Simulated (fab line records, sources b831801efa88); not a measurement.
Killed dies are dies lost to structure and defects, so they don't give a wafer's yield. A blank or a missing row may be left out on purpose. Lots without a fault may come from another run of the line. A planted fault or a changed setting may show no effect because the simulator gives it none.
Which tool did it? | flow sky130 | 24 lots, 72 wafers sampled, at 6 steps of a route of 708

WHAT THE GAUGES READ, wafer by wafer
SKY_VT_ADJUST_HVTP_OVL_MEAS_08.
lot  | measured     | on         | VT_ADJUST_HVTP_OVL (nm)
L074 | day 6 12:01  | overlay-01 | -1.8 -0.7 1.0
L077 | day 7 00:22  | overlay-02 | 0.8 1.8 0.6
L076 | day 7 00:40  | overlay-02 | -1.0 0.3 -1.2
L075 | day 7 01:19  | overlay-01 | -0.5 -1.5 1.1
L079 | day 7 05:19  | overlay-02 | -1.4 -1.1 -0.5
L078 | day 7 06:44  | overlay-02 | -1.0 2.6 0.4
L080 | day 7 22:22  | overlay-02 | 1.3 1.1 0.1
L081 | day 7 23:02  | overlay-02 | -0.2 0.7 0.8
L082 | day 8 08:10  | overlay-01 | -0.8 0.0 -1.1
L083 | day 8 12:13  | overlay-02 | -1.3 -0.3 -1.6
L085 | day 8 20:28  | overlay-01 | 0.9 0.9 -1.2
L084 | day 8 21:38  | overlay-02 | -0.4 0.3 -0.2
L086 | day 9 10:25  | overlay-01 | 0.1 -1.2 -0.6
L087 | day 9 11:43  | overlay-01 | -0.2 -0.2 -0.4
L088 | day 9 17:13  | overlay-02 | -0.1 1.2 1.1
L089 | day 9 20:32  | overlay-01 | 0.6 -2.4 0.1
L090 | day 10 11:59 | overlay-02 | 1.0 0.7 -1.1
L091 | day 10 14:43 | overlay-01 | 1.2 1.3 1.1
L092 | day 10 22:22 | overlay-01 | -1.2 -1.0 -0.6
L093 | day 11 03:52 | overlay-01 | 0.6 -1.6 -1.0
L094 | day 11 07:10 | overlay-02 | 0.2 -1.3 0.7
L095 | day 11 14:25 | overlay-02 | 1.7 0.3 0.7
L096 | day 11 21:01 | overlay-01 | -0.1 0.5 -1.1
L097 | day 12 03:38 | overlay-01 | -0.4 0.8 -1.3

SKY_LDD_P_CD_MEAS_07: target cd 380 nm.
lot  | measured     | on        | cd_nm (nm)
L074 | day 20 11:40 | cd_sem-01 | 381.8 382.9 382.4
L077 | day 20 13:21 | cd_sem-02 | 383.0 383.9 384.3
L076 | day 20 14:46 | cd_sem-02 | 379.7 381.0 381.3
L075 | day 20 14:28 | cd_sem-01 | 381.7 380.8 382.9
L079 | day 20 14:45 | cd_sem-01 | 381.6 380.8 379.7
L078 | day 20 16:01 | cd_sem-01 | 381.6 382.0 380.8
L080 | day 21 17:54 | cd_sem-01 | 375.7 380.2 380.7
L081 | day 21 20:01 | cd_sem-01 | 379.8 380.8 383.1
L082 | day 22 03:42 | cd_sem-02 | 380.8 379.7 380.6
L083 | day 22 08:56 | cd_sem-02 | 379.9 381.2 380.8
L085 | day 22 20:52 | cd_sem-01 | 383.3 382.8 385.2
L084 | day 22 23:22 | cd_sem-02 | 377.9 381.4 380.6
L086 | day 23 13:50 | cd_sem-01 | 378.8 378.2 377.7
L087 | day 23 17:32 | cd_sem-01 | 382.0 385.2 384.8
L088 | day 23 23:05 | cd_sem-01 | 379.0 380.4 381.8
L089 | day 24 08:35 | cd_sem-02 | 381.2 381.5 381.4
L090 | day 25 04:23 | cd_sem-02 | 378.1 377.3 378.8
L091 | day 25 05:56 | cd_sem-02 | 379.9 379.8 378.5
L092 | day 25 20:59 | cd_sem-02 | 377.7 376.8 377.4
L093 | day 25 22:08 | cd_sem-02 | 379.0 379.2 379.8
L094 | day 26 07:36 | cd_sem-02 | 380.6 381.6 379.1
L095 | day 26 16:28 | cd_sem-02 | 385.9 382.8 383.9
L096 | day 26 20:05 | cd_sem-02 | 385.5 384.2 384.3
L097 | day 27 05:32 | cd_sem-02 | 382.3 379.8 382.3

SKY_SD_N_RS_MEAS_18: measures by four-point-probe.
lot  | measured     | on            | RES_XHIGH_RS (ohm/sq)
L074 | day 29 05:51 | film_metro-04 | 333.6 332.8 333.7
L077 | day 29 10:08 | film_metro-01 | 333.9 334.1 335.4
L076 | day 29 09:02 | film_metro-03 | 333.4 332.8 332.9
L075 | day 29 10:08 | film_metro-03 | 331.9 332.4 332.6
L079 | day 29 12:34 | film_metro-01 | 332.7 332.6 332.6
L078 | day 29 11:44 | film_metro-01 | 331.9 332.6 331.6
L080 | day 30 11:17 | film_metro-03 | 332.5 333.5 332.0
L081 | day 30 11:22 | film_metro-01 | 333.3 333.0 334.1
L082 | day 30 17:52 | film_metro-04 | 331.5 331.0 331.7
L083 | day 30 22:49 | film_metro-03 | 334.1 334.2 333.8
L085 | day 31 09:32 | film_metro-03 | 333.2 335.5 334.2
L084 | day 31 12:06 | film_metro-01 | 333.9 332.8 332.9
L086 | day 32 01:04 | film_metro-03 | 332.4 331.7 330.7
L087 | day 32 02:37 | film_metro-04 | 334.1 332.2 334.7
L088 | day 32 09:46 | film_metro-01 | 332.4 334.8 332.3
L089 | day 32 16:43 | film_metro-03 | 334.1 334.1 334.4
L090 | day 33 11:04 | film_metro-01 | 334.3 333.4 332.9
L091 | day 33 14:31 | film_metro-03 | 333.1 333.3 333.1
L092 | day 34 06:01 | film_metro-01 | 332.6 332.6 331.8
L093 | day 34 06:23 | film_metro-03 | 332.4 333.0 332.2
L094 | day 34 16:41 | film_metro-04 | 332.2 332.4 331.9
L095 | day 34 19:41 | film_metro-01 | 332.5 332.4 331.8
L096 | day 34 23:32 | film_metro-01 | 333.0 332.4 332.9
L097 | day 35 09:40 | film_metro-01 | 334.4 332.8 333.5

SKY_METAL1_CD_MEAS_15: target cd 140 nm.
lot  | measured     | on        | cd_nm (nm)
L074 | day 33 23:22 | cd_sem-01 | 137.8 138.0 138.1
L077 | day 34 04:38 | cd_sem-01 | 140.0 141.3 140.4
L076 | day 34 02:16 | cd_sem-01 | 141.2 140.1 139.3
L075 | day 34 04:01 | cd_sem-01 | 139.1 139.5 138.4
L079 | day 34 06:32 | cd_sem-01 | 140.9 139.9 141.4
L078 | day 34 05:55 | cd_sem-02 | 141.3 142.7 140.3
L080 | day 35 03:53 | cd_sem-02 | 142.8 139.5 139.4
L081 | day 35 05:01 | cd_sem-02 | 140.2 139.9 140.6
L082 | day 35 11:03 | cd_sem-01 | 139.7 141.8 141.9
L083 | day 35 12:38 | cd_sem-01 | 141.1 142.2 142.3
L085 | day 36 00:43 | cd_sem-02 | 136.8 137.8 139.6
L084 | day 36 01:43 | cd_sem-01 | 141.5 143.3 141.4
L086 | day 36 15:30 | cd_sem-02 | 141.6 140.4 141.2
L087 | day 36 15:51 | cd_sem-01 | 140.7 141.1 139.8
L088 | day 36 22:32 | cd_sem-01 | 138.7 141.6 139.5
L089 | day 37 06:32 | cd_sem-02 | 139.6 139.9 139.5
L090 | day 37 23:11 | cd_sem-01 | 143.1 140.6 143.8
L091 | day 38 03:50 | cd_sem-02 | 143.4 143.2 141.5
L092 | day 38 20:47 | cd_sem-02 | 143.0 141.4 144.7
L093 | day 38 21:00 | cd_sem-01 | 139.0 139.2 140.9
L094 | day 39 03:03 | cd_sem-02 | 141.2 141.3 139.6
L095 | day 39 06:56 | cd_sem-02 | 141.0 140.8 140.6
L096 | day 39 09:38 | cd_sem-02 | 137.2 136.3 136.8
L097 | day 39 21:29 | cd_sem-01 | 139.8 140.2 140.0

WHICH TOOL RAN EACH LOT (tool, then ch and the chambers of the sampled wafers, then the start)
lot  | SKY_NWELL_STRIP_14                   | SKY_LDD_HVP_STRIP_09
L074 | plasma_asher-02 ch 0,1, day 4 23:47  | plasma_asher-02 ch 0,1, day 23 00:20
L077 | plasma_asher-01 ch 0,1, day 5 10:20  | plasma_asher-04 ch 0,1, day 23 03:32
L076 | plasma_asher-02 ch 0,1, day 5 10:38  | plasma_asher-02 ch 1, day 23 03:59
L075 | plasma_asher-04 ch 0,1, day 5 11:17  | plasma_asher-03 ch 0,1, day 23 03:41
L079 | plasma_asher-01 ch 0,1, day 5 15:47  | plasma_asher-02 ch 0,1, day 23 04:47
L078 | plasma_asher-04 ch 0,1, day 5 16:20  | plasma_asher-04 ch 0,1, day 23 04:53
L080 | plasma_asher-04 ch 0,1, day 6 06:47  | plasma_asher-03 ch 0,1, day 24 07:32
L081 | plasma_asher-01 ch 0,1, day 6 06:59  | plasma_asher-02 ch 0,1, day 24 08:35
L082 | plasma_asher-02 ch 0,1, day 6 15:32  | plasma_asher-03 ch 0,1, day 24 15:23
L083 | plasma_asher-04 ch 0,1, day 6 20:44  | plasma_asher-04 ch 0,1, day 24 21:02
L085 | plasma_asher-02 ch 0,1, day 7 04:26  | plasma_asher-03 ch 0,1, day 25 09:05
L084 | plasma_asher-01 ch 0,1, day 7 04:59  | plasma_asher-02 ch 0,1, day 25 11:41
L086 | plasma_asher-02 ch 0,1, day 7 16:29  | plasma_asher-03 ch 0,1, day 26 00:41
L087 | plasma_asher-01 ch 0,1, day 7 17:56  | plasma_asher-03 ch 0,1, day 26 03:38
L088 | plasma_asher-04 ch 0, day 8 00:17    | plasma_asher-04 ch 0,1, day 26 10:50
L089 | plasma_asher-02 ch 0,1, day 8 03:31  | plasma_asher-03 ch 0,1, day 26 19:40
L090 | plasma_asher-04 ch 0,1, day 8 16:32  | plasma_asher-04 ch 0,1, day 27 14:47
L091 | plasma_asher-04 ch 0,1, day 8 18:38  | plasma_asher-02 ch 0, day 27 16:29
L092 | plasma_asher-02 ch 0,1, day 9 01:44  | plasma_asher-02 ch 0,1, day 28 07:44
L093 | plasma_asher-04 ch 0,1, day 9 07:23  | plasma_asher-02 ch 0,1, day 28 08:08
L094 | plasma_asher-02 ch 0,1, day 9 09:56  | plasma_asher-04 ch 0,1, day 28 16:17
L095 | plasma_asher-01 ch 0,1, day 9 16:29  | plasma_asher-02 ch 0,1, day 29 00:56
L096 | plasma_asher-02 ch 0,1, day 9 22:14  | plasma_asher-04 ch 0,1, day 29 05:50
L097 | plasma_asher-02 ch 0,1, day 10 03:01 | plasma_asher-03 ch 0,1, day 29 14:25
- SKY_NWELL_STRIP_14: strips in O2/N2.
- SKY_LDD_HVP_STRIP_09: strips in O2/N2.

WHAT THE TOOLS THEMSELVES READ (means of the sampled wafers that have a number; where no wafer has one, the mark that the record gives instead)
SKY_NWELL_STRIP_14.
lot  | tool            | chamber_pressure_mTorr (mTorr) | drypump_motor_current_A (A) | oes_product_au (a.u.) | strip_time_to_endpoint_s (s)
L074 | plasma_asher-02 | 1499.7                         | 6.4                         | 0.721                 | 36.95
L077 | plasma_asher-01 | 1499.9                         | 5.9                         | 0.722                 | 36.99
L076 | plasma_asher-02 | 1500.4                         | 6.6                         | 0.720                 | 36.76
L075 | plasma_asher-04 | 1500.9                         | 6.0                         | 0.730                 | 36.86
L079 | plasma_asher-01 | 1500.2                         | 5.9                         | 0.720                 | 36.92
L078 | plasma_asher-04 | 1498.9                         | 6.3                         | 0.723                 | 36.82
L080 | plasma_asher-04 | 1499.7                         | 6.0                         | 0.723                 | 37.11
L081 | plasma_asher-01 | 1499.3                         | 5.9                         | 0.721                 | 36.85
L082 | plasma_asher-02 | 1499.0                         | 6.3                         | 0.723                 | 36.82
L083 | plasma_asher-04 | 1499.4                         | 6.0                         | 0.721                 | 36.95
L085 | plasma_asher-02 | 1499.3                         | 6.6                         | 0.722                 | 36.94
L084 | plasma_asher-01 | 1500.6                         | 5.8                         | 0.723                 | 36.79
L086 | plasma_asher-02 | 1500.1                         | 6.6                         | 0.722                 | 37.06
L087 | plasma_asher-01 | 1500.3                         | 5.8                         | 0.724                 | 36.88
L088 | plasma_asher-04 | 1499.7                         | 5.7                         | 0.723                 | 36.94
L089 | plasma_asher-02 | 1499.4                         | 6.6                         | 0.730                 | 36.85
L090 | plasma_asher-04 | 1498.5                         | 6.0                         | 0.723                 | 37.04
L091 | plasma_asher-04 | 1500.3                         | 6.3                         | 0.721                 | 36.94
L092 | plasma_asher-02 | 1499.3                         | 6.5                         | 0.727                 | 36.95
L093 | plasma_asher-04 | 1500.2                         | 6.0                         | 0.722                 | 36.88
L094 | plasma_asher-02 | 1500.6                         | 6.3                         | 0.727                 | 36.92
L095 | plasma_asher-01 | 1501.7                         | 5.9                         | 0.723                 | 37.27
L096 | plasma_asher-02 | 1500.6                         | 6.6                         | 0.724                 | 36.83
L097 | plasma_asher-02 | 1499.8                         | 6.6                         | 0.724                 | 36.93

SKY_LDD_HVP_STRIP_09.
lot  | tool            | chamber_pressure_mTorr (mTorr) | drypump_motor_current_A (A) | oes_product_au (a.u.) | strip_time_to_endpoint_s (s)
L074 | plasma_asher-02 | 1498.7                         | 6.6                         | 0.405                 | 4.124
L077 | plasma_asher-04 | 1498.7                         | 6.0                         | 0.408                 | 4.112
L076 | plasma_asher-02 | 1499.9                         | 6.9                         | 0.408                 | 4.139
L075 | plasma_asher-03 | 1500.2                         | 5.6                         | 0.407                 | 4.137
L079 | plasma_asher-02 | 1499.1                         | 6.3                         | 0.408                 | 4.110
L078 | plasma_asher-04 | 1499.7                         | 6.3                         | 0.406                 | 4.135
L080 | plasma_asher-03 | 1499.8                         | 5.5                         | 0.409                 | 4.122
L081 | plasma_asher-02 | 1499.6                         | 6.3                         | 0.408                 | 4.139
L082 | plasma_asher-03 | 1500.1                         | 5.6                         | 0.408                 | 4.134
L083 | plasma_asher-04 | 1500.4                         | 6.3                         | 0.408                 | 4.139
L085 | plasma_asher-03 | 1500.6                         | 5.6                         | 0.408                 | 4.125
L084 | plasma_asher-02 | 1501.6                         | 6.6                         | 0.404                 | 4.129
L086 | plasma_asher-03 | 1499.5                         | 5.5                         | 0.406                 | 4.134
L087 | plasma_asher-03 | 1500.0                         | 5.5                         | 0.404                 | 4.115
L088 | plasma_asher-04 | 1499.5                         | 6.3                         | 0.412                 | 4.122
L089 | plasma_asher-03 | 1499.4                         | 5.5                         | 0.410                 | 4.130
L090 | plasma_asher-04 | 1498.8                         | 6.3                         | 0.410                 | 4.123
L091 | plasma_asher-02 | 1499.6                         | 6.0                         | 0.413                 | 4.162
L092 | plasma_asher-02 | 1499.4                         | 6.4                         | 0.410                 | 4.147
L093 | plasma_asher-02 | 1500.3                         | 6.4                         | 0.408                 | 4.121
L094 | plasma_asher-04 | 1501.0                         | 6.3                         | 0.406                 | 4.133
L095 | plasma_asher-02 | 1499.2                         | 6.3                         | 0.406                 | 4.127
L096 | plasma_asher-04 | 1498.8                         | 6.3                         | 0.405                 | 4.144
L097 | plasma_asher-03 | 1500.3                         | 5.5                         | 0.406                 | 4.142

THE ANSWER, worked out from the rows above alone
Rule: what is usual is taken from the lots themselves. Put in order of their means at a reading, lots are off if they are a third of the lots or fewer, leave a main group of 4 or more, and stand apart from it by a gap of 3 or more times the standard deviation of the main group's means; of several such gaps the widest counts. A main group whose means are all the same, to the digits that the tables above print for the reading, isn't used. A lot without any number at a reading at which 4 lots or more have one is off too. The other lots that the step has rows for count as sound. The gauges are gone through in route order, then the tools' own readings, and for those a lot's mean is taken as printed above. The first step at which some lot is off is used, and at that step the reading that is off furthest; a lot without a number counts as furthest.
No lot is off at any reading shown: from this, nothing can be told.

WHAT THE SIMULATOR HAD PUT IN
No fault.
